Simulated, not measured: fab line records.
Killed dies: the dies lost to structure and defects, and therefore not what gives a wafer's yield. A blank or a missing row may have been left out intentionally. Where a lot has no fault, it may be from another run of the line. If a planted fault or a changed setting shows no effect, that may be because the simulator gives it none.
A single fault, viewed from 2 desks / flow gf180mcu / what lay behind the numbers comes last; until then each desk has only its own

== DESK OF THE TOOL OWNER: rie_diel-01 ==
The tool's own readings at GF_V4_ETCH_17 (etches SiO2 in C4F8/O2/Ar, stops on TiN, target depth 630 nm): means of the sampled wafers that have a number, for each lot that ran on this tool. A lot is out of limits, marked OUT, if its mean lies more than 4 standard deviations from the usual mean; the brackets give that distance.
Columns: A = bias_w at GF_V4_ETCH_17, usual 1200 W; B = oes_product_au at GF_V4_ETCH_17, usual 0.854 a.u.
lot=L798; first seen here=day 24 18:00; A=1200; B=0.851
lot=L800; first seen here=day 25 11:00; A=1199; B=0.858
lot=L801; first seen here=day 25 22:00; A=1161 (-10) OUT; B=0.850
lot=L803; first seen here=day 26 13:00; A=1160 (-11) OUT; B=0.857
lot=L804; first seen here=day 26 22:00; A=1154 (-12) OUT; B=0.852
lot=L819; first seen here=day 31 03:00; A=1198; B=0.855
This desk finds L801, L803, L804 out of limits, L801 being first, at day 25 22:00 (bias_w at GF_V4_ETCH_17). Within limits: L798, L800, L819.

== THE METROLOGY DESK ==
What the gauges read, lot by lot, whatever tool the lot ran on: means of the sampled wafers that have a number. A lot is out of limits, marked OUT, if its mean lies more than 4 standard deviations from the usual mean; the brackets give that distance.
Columns: A = V4_OVL at GF_V4_OVL_MEAS_15, usual -3 nm
lot=L798; first seen here=day 24 18:29; A=1
lot=L800; first seen here=day 25 11:18; A=-5
lot=L801; first seen here=day 25 22:38; A=-10
lot=L803; first seen here=day 26 13:53; A=3
lot=L804; first seen here=day 26 22:36; A=-3
lot=L809; first seen here=day 28 08:11; A=5
lot=L810; first seen here=day 28 17:39; A=2
lot=L811; first seen here=day 29 09:53; A=-6
lot=L814; first seen here=day 29 20:35; A=-5
lot=L817; first seen here=day 30 14:47; A=-7
lot=L818; first seen here=day 31 02:23; A=-5
lot=L819; first seen here=day 31 03:22; A=-6
lot=L820; first seen here=day 31 06:29; A=-1
This desk's verdict: no lot among the 13 shows anything out of limits.

== ALL TOGETHER ==
The tool owner's desk had the chance to raise an alarm at day 25 22:00 on L801, L803, L804.
Nothing out of limits was seen by the metrology desk.
The metrology desk holds a record of L801, L803, L804, inside its limits.
All the named lots went through GF_V4_ETCH_17 on rie_diel-01.

== WHAT THE SIMULATOR HAD PUT IN ==
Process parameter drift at GF_V4_ETCH_17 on rie_diel-01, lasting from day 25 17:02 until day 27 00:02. A move of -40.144 in setting bias_w, from 1200. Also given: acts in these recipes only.
Lots struck among those shown: L801, L803, L804.
Time in hours from fault onset to the first out-of-limits reading at each desk: the tool owner's desk, 5.
